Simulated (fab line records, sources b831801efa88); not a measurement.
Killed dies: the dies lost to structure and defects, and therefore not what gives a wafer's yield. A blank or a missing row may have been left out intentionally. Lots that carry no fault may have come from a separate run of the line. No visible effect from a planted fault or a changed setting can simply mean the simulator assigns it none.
Matching of chambers | flow gf180mcu | GF_POLY_GATE_ETCH_12 on rieDiel-01: 4 sister chambers
The step etches BARC in N2/H2. 8 wafers are shown with their chamber, then 7 later ones without.

== WAFERS, EACH WITH ITS CHAMBER ==
wafer  | chamber | drypumpMotorCurrentA (A) | oesProductAu (a.u.)
L625.6 | 0       | 5.8                      | 0.737
L627.1 | 2       | 6.2                      | 0.743
L627.3 | 0       | 5.8                      | 0.745
L627.6 | 1       | 6.3                      | 0.740
L633.1 | 1       | 6.3                      | 0.734
L633.6 | 3       | 5.9                      | 0.736
L634.2 | 3       | 6.0                      | 0.738
L634.3 | 2       | 6.2                      | 0.743

== WAFERS WITH NO CHAMBER GIVEN ==
wafer  | drypumpMotorCurrentA (A) | oesProductAu (a.u.)
L634.5 | 6.3                      | 0.737
L635.1 | 6.2                      | 0.734
L635.5 | 5.8                      | 0.740
L635.6 | 6.3                      | 0.730
L640.2 | 6.3                      | 0.733
L640.4 | 5.8                      | 0.738
L640.5 | 6.2                      | 0.728

== CHAMBER TAKEN BY EACH ==
wafer  | from the rows above     | in truth
L634.5 | 1                       | 1
L635.1 | can't be placed: 2 or 1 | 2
L635.5 | 0                       | 0
L635.6 | 1                       | 1
L640.2 | 1                       | 1
L640.4 | 0                       | 0
L640.5 | can't be placed: 1 or 2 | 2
Placed correctly: 5 of 7. These rows do not allow placing 2 (true chamber among the candidates in 2). 0 placed wrongly.
How it was worked out, from the rows above alone: a wafer's distance from a chamber is the root of the sum, over the readings, of the square of ((its reading less the chamber's mean) divided by the reading's scatter). The wafer belongs to the nearest chamber; if the next one is less than 2 further off, it can't be placed. Each chamber's mean is taken over the wafers shown for it. The scatter is the square root of a quotient: the sum, over the shown wafers, of each reading's squared deviation from its chamber's mean, divided by wafers minus chambers.
